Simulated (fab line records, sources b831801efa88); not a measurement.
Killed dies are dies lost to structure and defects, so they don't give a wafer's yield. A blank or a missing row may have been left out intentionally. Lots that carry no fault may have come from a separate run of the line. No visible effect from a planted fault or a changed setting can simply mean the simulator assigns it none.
A lot that was struck, set against a sound lot ; flow gf180mcu ; 16 steps out of a route of 602
Sound: the wafers L952.3, L952.4, L952.5. The struck wafers were L957.2, L957.4, L957.5. At the end, the cause is stated.
Order at every step that has rows: each side's tool, ch and its chambers, its first start. Under that, the readings that differ: sound wafers ; struck wafers ; difference of the means ; sigmas: that difference in standard deviations of wafers without a fault.
alike: a reading whose means differ by less than 2 such deviations, as well as words and numbers matching on both sides. not compared: withheld readings; readings where some wafer has no value; bounds like >300 that might hide an equal value; numbers whose values overlap and for which the record gives no deviation.
Wherever a step has rows on one side only, a row that says differs or no value, or a row with sigmas, the two part there. Non-overlapping numbers with no deviation appear without sigmas and do not part them. A reading missing from all wafers of one side parts the sides only when that side holds two or more wafers.

GF_V2_BOW_MEAS_05:
  struck on film metro-04, day 23 21:19; sound on film metro-04, day 22 01:33
  alike: V2_BOW
then, 8 steps without rows for these wafers: GF_V2_DEHYDRATE_06 (time 60 s); GF_V2_HMDS_07 (prime time 60 s); GF_V2_COAT_08; GF_V2_COAT_09 (resist thk 1000 nm); GF_V2_SOFTBAKE_10 (time 60 s); GF_V2_EXPOSE_11 (exposes mask Via2, target cd 260 nm); GF_V2_PEB_12 (peb time 90 s); GF_V2_DEVELOP_13 (develop time 60 s).
GF_V2_CD_MEAS_14 targets a cd of 260 nm.
  struck on cd sem-02, day 24 19:17; sound on cd sem-01, day 23 01:17
reading;sound;struck;difference;sigmas
cd nm (nm);262.3 261.2 261.6;257.5 257.2 259.3;-3.7;-3
GF_V2_OVL_MEAS_15:
  struck on overlay-02, day 24 19:23; sound on overlay-02, day 23 01:23
  alike: V2_OVL
GF_V2_ETCH_16: etches BARC in N2/H2.
  sound on rie diel-03 ch 1,2,3, day 23 01:25; struck on rie diel-02 ch 0,1,2, day 24 19:25
  alike: bias w, chamber pressure mTorr, drypump motor current A, oes product au, throttle valve pct
GF_V2_ETCH_17: etches SiO2 in C4F8/O2/Ar, stops on TiN, target depth 630 nm.
  sound on rie diel-03 ch 1,2,3, day 23 01:00; struck on rie diel-02 ch 0,1,2, day 24 19:00
  no value came back on the struck wafers for bias w (W), chamber pressure mTorr (mTorr), oes product au (a.u.); on the sound wafers bias w (W) reads 1198 1204 1197
GF_V2_STRIP_18: strips in O2/N2.
  sound on plasma asher-03 ch 0,1, day 23 01:34; struck on plasma asher-01 ch 0,1, day 24 19:32
reading;sound;struck;difference;sigmas
drypump motor current A (A);5.9 5.9 5.9;5.0 5.2 5.0;-0.8;-2
oes product au (a.u.);0.597 0.595 0.593;0.675 0.658 0.673;+0.074;+15
  alike: heater power w
  not compared: rf hours counter h
then, 1 step without rows for these wafers: GF_V2_STRIP_19 (strips in post etch residue remover, time 1200 s).
-- the record jumps here: 8 days lie between the struck wafers' starts before and after (it left off in module V2 and takes up again in module PASSIVATION, whose first step shown is number 602 of the route) --
GF_PASSIVATION_PROBE_99:
  the record has rows for the struck wafers here (prober-01, day 32 15:41) and none for the sound ones

WHERE THEY PART
Last at GF_PASSIVATION_PROBE_99 as far as this record goes, first at GF_V2_CD_MEAS_14.

WHY: whatever the simulator had introduced
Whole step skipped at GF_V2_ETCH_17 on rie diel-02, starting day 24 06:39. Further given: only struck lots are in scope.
